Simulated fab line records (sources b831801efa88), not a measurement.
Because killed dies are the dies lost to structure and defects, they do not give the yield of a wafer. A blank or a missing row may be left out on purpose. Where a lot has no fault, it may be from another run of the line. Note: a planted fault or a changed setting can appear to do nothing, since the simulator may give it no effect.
Which of the tools did it? | flow sky130 | 24 lots, 72 wafers sampled, at 5 steps of a route of 708

WHAT THE GAUGES SHOWED, per wafer
SKY_SONOS_TUNNEL_TW_MEAS_12.
lot  | measured     | on            | SONOS_TUNNEL_TW
L074 | day 12 01:44 | film_metro-01 | 195.2 195.8 195.4
L075 | day 12 13:24 | film_metro-04 | 193.6 195.0 195.2
L076 | day 12 14:30 | film_metro-02 | 195.5 196.9 197.6
L077 | day 12 20:30 | film_metro-02 | 196.0 196.5 197.0
L078 | day 12 21:55 | film_metro-02 | 195.5 196.7 196.6
L079 | day 13 11:11 | film_metro-02 | 196.5 196.1 195.9
L080 | day 13 12:52 | film_metro-02 | 197.0 197.0 195.4
L081 | day 13 15:47 | film_metro-02 | 195.4 197.0 196.5
L082 | day 14 07:02 | film_metro-02 | 195.4 196.1 196.7
L083 | day 14 07:26 | film_metro-01 | 194.2 194.8 194.3
L084 | day 14 16:06 | film_metro-04 | 194.9 194.3 195.5
L085 | day 14 20:56 | film_metro-02 | 196.7 194.8 195.1
L086 | day 15 13:06 | film_metro-04 | 195.2 196.2 194.6
L087 | day 15 17:02 | film_metro-01 | 196.2 196.3 195.8
L088 | day 15 23:20 | film_metro-01 | 196.5 196.1 195.8
L089 | day 16 07:33 | film_metro-02 | 195.7 194.3 195.2
L090 | day 16 16:29 | film_metro-04 | 195.0 195.1 194.9
L091 | day 16 19:13 | film_metro-04 | 195.5 195.3 195.9
L092 | day 17 00:28 | film_metro-02 | 194.0 194.9 193.5
L093 | day 17 18:05 | film_metro-04 | 195.2 195.1 195.8
L094 | day 18 04:55 | film_metro-04 | 194.7 195.5 194.5
L095 | day 18 10:31 | film_metro-01 | 196.3 197.4 197.4
L096 | day 18 15:47 | film_metro-01 | 197.6 197.3 196.4
L097 | day 18 19:10 | film_metro-04 | 195.9 196.4 196.2

SKY_LDD_N_OVL_MEAS_07.
lot  | measured     | on         | LDD_N_OVL (nm)
L074 | day 18 14:28 | overlay-01 | -0.1 -0.9 1.0
L075 | day 19 08:33 | overlay-01 | 2.3 1.1 3.3
L076 | day 19 03:46 | overlay-02 | 3.2 0.1 0.0
L077 | day 19 16:28 | overlay-02 | -1.4 0.1 0.1
L078 | day 19 16:48 | overlay-01 | 0.3 0.4 0.2
L079 | day 20 07:13 | overlay-01 | -0.8 0.1 0.4
L080 | day 20 07:31 | overlay-02 | -2.2 0.2 0.8
L081 | day 20 17:07 | overlay-01 | 0.3 0.2 0.7
L082 | day 21 10:13 | overlay-02 | 1.6 -0.1 0.2
L083 | day 21 10:15 | overlay-01 | -1.0 0.8 -1.4
L084 | day 21 17:43 | overlay-01 | 1.8 0.3 3.1
L085 | day 21 22:07 | overlay-01 | -0.6 -0.6 -0.1
L086 | day 22 18:04 | overlay-02 | -1.8 0.0 0.1
L087 | day 22 20:43 | overlay-01 | 2.0 1.8 2.6
L088 | day 23 09:43 | overlay-01 | -1.3 -1.3 0.3
L089 | day 23 05:58 | overlay-01 | 0.7 1.6 2.1
L090 | day 24 16:16 | overlay-01 | -1.7 -0.8 -0.8
L091 | day 24 16:43 | overlay-01 | 1.3 2.4 3.3
L092 | day 24 14:28 | overlay-02 | 0.2 0.3 2.0
L093 | day 24 21:16 | overlay-01 | 1.5 -0.4 1.1
L094 | day 25 05:49 | overlay-01 | 1.2 3.4 1.7
L095 | day 25 06:24 | overlay-01 | 0.7 0.0 0.4
L096 | day 25 15:22 | overlay-01 | 1.9 1.2 1.7
L097 | day 25 16:55 | overlay-01 | 2.1 0.8 0.9

SKY_METAL1_RS_MEAS_05: a four-point-probe measurement.
lot  | measured     | on            | METAL1_ALCU_RS (ohm/sq)
L074 | day 32 10:10 | film_metro-02 | 0.1254 0.1252 0.1278
L075 | day 33 02:03 | film_metro-03 | 0.1271 0.1249 0.1256
L076 | day 32 23:14 | film_metro-02 | 0.1286 0.1281 0.1282
L077 | day 33 08:50 | film_metro-03 | 0.1260 0.1274 0.1272
L078 | day 33 12:38 | film_metro-04 | 0.1282 0.1259 0.1277
L079 | day 33 20:20 | film_metro-02 | 0.1277 0.1276 0.1282
L080 | day 33 22:40 | film_metro-03 | 0.1274 0.1241 0.1257
L081 | day 34 04:25 | film_metro-04 | 0.1288 0.1292 0.1282
L082 | day 34 17:49 | film_metro-04 | 0.1266 0.1230 0.1268
L083 | day 34 20:17 | film_metro-02 | 0.1257 0.1275 0.1262
L084 | day 35 00:25 | film_metro-03 | 0.1230 0.1247 0.1262
L085 | day 35 04:35 | film_metro-03 | 0.1252 0.1245 0.1244
L086 | day 35 21:36 | film_metro-03 | 0.1259 0.1270 0.1267
L087 | day 36 02:53 | film_metro-03 | 0.1268 0.1259 0.1252
L088 | day 36 12:00 | film_metro-03 | 0.1290 0.1272 0.1249
L089 | day 36 10:05 | film_metro-03 | 0.1262 0.1261 0.1254
L090 | day 37 15:33 | film_metro-02 | 0.1237 0.1246 0.1254
L091 | day 37 17:01 | film_metro-03 | 0.1284 0.1270 0.1274
L092 | day 37 12:07 | film_metro-02 | 0.1252 0.1245 0.1259
L093 | day 37 19:25 | film_metro-04 | 0.1264 0.1261 0.1249
L094 | day 38 03:34 | film_metro-03 | 0.1277 0.1271 0.1278
L095 | day 38 06:54 | film_metro-02 | 0.1273 0.1265 0.1276
L096 | day 38 10:56 | film_metro-04 | 0.1293 0.1268 0.1288
L097 | day 38 12:28 | film_metro-03 | 0.1267 0.1273 0.1278

WHAT TOOL EACH LOT RAN ON (gives the tool, then ch and the chambers of the sampled wafers, and finally the start)
lot  | SKY_LI_CONTACT_CMP_24         | SKY_METAL1_SPUTTER_04
L074 | cmp-02 ch 0,2, day 29 23:55   | pvd_sputter-02, day 32 10:05
L075 | cmp-01 ch 0,1,2, day 30 15:24 | pvd_sputter-03, day 33 02:00
L076 | cmp-02 ch 0,1,3, day 30 13:46 | pvd_sputter-02, day 32 23:11
L077 | cmp-01 ch 2,3, day 30 23:53   | pvd_sputter-04, day 33 08:46
L078 | cmp-01 ch 1,2, day 31 02:32   | pvd_sputter-04, day 33 12:35
L079 | cmp-01 ch 0,1,3, day 31 11:31 | pvd_sputter-02, day 33 20:16
L080 | cmp-02 ch 0,1,2, day 31 13:31 | pvd_sputter-03, day 33 22:38
L081 | cmp-02 ch 1,3, day 31 20:29   | pvd_sputter-04, day 34 04:20
L082 | cmp-01 ch 1,2,3, day 32 10:03 | pvd_sputter-04, day 34 17:46
L083 | cmp-01 ch 0,1,3, day 32 10:59 | pvd_sputter-04, day 34 20:14
L084 | cmp-02 ch 0,3, day 32 16:01   | pvd_sputter-03, day 35 00:18
L085 | cmp-02 ch 0,2, day 32 21:02   | pvd_sputter-03, day 35 04:30
L086 | cmp-02 ch 0,1,3, day 33 14:44 | pvd_sputter-04, day 35 21:32
L087 | cmp-02 ch 0,2,3, day 33 19:08 | pvd_sputter-03, day 36 02:48
L088 | cmp-02 ch 1,2,3, day 34 04:20 | pvd_sputter-04, day 36 11:56
L089 | cmp-02 ch 0,1, day 34 03:02   | pvd_sputter-04, day 36 10:01
L090 | cmp-01 ch 1,2, day 35 08:10   | pvd_sputter-03, day 37 15:28
L091 | cmp-01 ch 0,2,3, day 35 09:36 | pvd_sputter-02, day 37 16:58
L092 | cmp-01 ch 0,3, day 35 04:34   | pvd_sputter-03, day 37 12:04
L093 | cmp-01 ch 0,1,3, day 35 12:48 | pvd_sputter-03, day 37 19:22
L094 | cmp-01 ch 0,1, day 35 20:36   | pvd_sputter-02, day 38 03:31
L095 | cmp-01 ch 0,1,3, day 35 23:00 | pvd_sputter-02, day 38 06:50
L096 | cmp-02 ch 0,1,2, day 36 04:36 | pvd_sputter-04, day 38 10:52
L097 | cmp-01 ch 0,2,3, day 36 06:19 | pvd_sputter-04, day 38 12:25
- SKY_LI_CONTACT_CMP_24: polishes, stops on PSG, t overpolish 20 s, target thk 0 nm.
- SKY_METAL1_SPUTTER_04: material TiN, target thk 70 nm, time 58.3 s.

WHAT THE TOOLS THEMSELVES READ (means of the sampled wafers that have a number; where no wafer has one, the mark that the record gives instead)
SKY_LI_CONTACT_CMP_24.
lot  | tool   | motor_current_A (A) | overpolish_run_s (s) | time_to_endpoint_s (s)
L074 | cmp-02 | 10.7                | 20.001               | 98.2
L075 | cmp-01 | 11.1                | 19.999               | 93.5
L076 | cmp-02 | 10.1                | 20.009               | 96.7
L077 | cmp-01 | 11.7                | 20.001               | 99.9
L078 | cmp-01 | 11.2                | 19.994               | 100.1
L079 | cmp-01 | 11.1                | 19.995               | 97.5
L080 | cmp-02 | 11.1                | 20.002               | 98.5
L081 | cmp-02 | 9.9                 | 19.998               | 97.5
L082 | cmp-01 | 11.0                | 20.000               | 95.5
L083 | cmp-01 | 11.1                | 19.999               | 99.0
L084 | cmp-02 | 10.1                | 20.006               | 91.1
L085 | cmp-02 | 10.8                | 20.000               | 98.8
L086 | cmp-02 | 10.2                | 20.001               | 94.9
L087 | cmp-02 | 10.3                | 19.998               | 97.2
L088 | cmp-02 | 10.9                | 20.010               | 92.9
L089 | cmp-02 | 11.1                | 20.003               | 95.0
L090 | cmp-01 | 11.3                | 19.998               | 97.3
L091 | cmp-01 | 10.8                | 19.997               | 97.0
L092 | cmp-01 | 11.0                | 19.999               | 101.0
L093 | cmp-01 | 11.1                | 19.992               | 98.9
L094 | cmp-01 | 10.2                | 20.004               | 95.3
L095 | cmp-01 | 10.9                | 19.999               | 98.8
L096 | cmp-02 | 11.2                | 19.999               | 96.6
L097 | cmp-01 | 11.0                | 20.000               | 96.8

SKY_METAL1_SPUTTER_04.
lot  | tool           | throttle_valve_pct (%)
L074 | pvd_sputter-02 | 30.0
L075 | pvd_sputter-03 | 30.2
L076 | pvd_sputter-02 | 28.9
L077 | pvd_sputter-04 | 31.2
L078 | pvd_sputter-04 | 30.7
L079 | pvd_sputter-02 | 29.0
L080 | pvd_sputter-03 | 30.0
L081 | pvd_sputter-04 | 31.3
L082 | pvd_sputter-04 | 30.2
L083 | pvd_sputter-04 | 30.7
L084 | pvd_sputter-03 | 30.5
L085 | pvd_sputter-03 | 30.4
L086 | pvd_sputter-04 | 31.0
L087 | pvd_sputter-03 | 30.0
L088 | pvd_sputter-04 | 30.7
L089 | pvd_sputter-04 | 30.6
L090 | pvd_sputter-03 | 30.2
L091 | pvd_sputter-02 | 28.1
L092 | pvd_sputter-03 | 29.9
L093 | pvd_sputter-03 | 30.6
L094 | pvd_sputter-02 | 29.0
L095 | pvd_sputter-02 | 28.2
L096 | pvd_sputter-04 | 30.6
L097 | pvd_sputter-04 | 30.9

THE ANSWER, worked out from the rows above alone
Rule: the usual values come from the lots themselves. Put in order of their means at a reading, lots are off if they are a third of the lots or fewer, leave a main group of 4 or more, and stand apart from it by a gap of 3 or more times the standard deviation of the main group's means; of several such gaps the widest counts. A main group is skipped when, at the precision printed for the reading in the tables above, its means are all equal. A lot without any number at a reading at which 4 lots or more have one is off too. Where the step has rows for the other lots, those lots are counted as sound. The gauges are gone through in route order, then the tools' own readings, and for those a lot's mean is taken as printed above. The first step at which some lot is off is used, and at that step the reading that is off furthest; a lot without a number counts as furthest.
Across all readings shown, no lot is off: no conclusion can be drawn from this.

WHAT THE SIMULATOR HAD PUT IN
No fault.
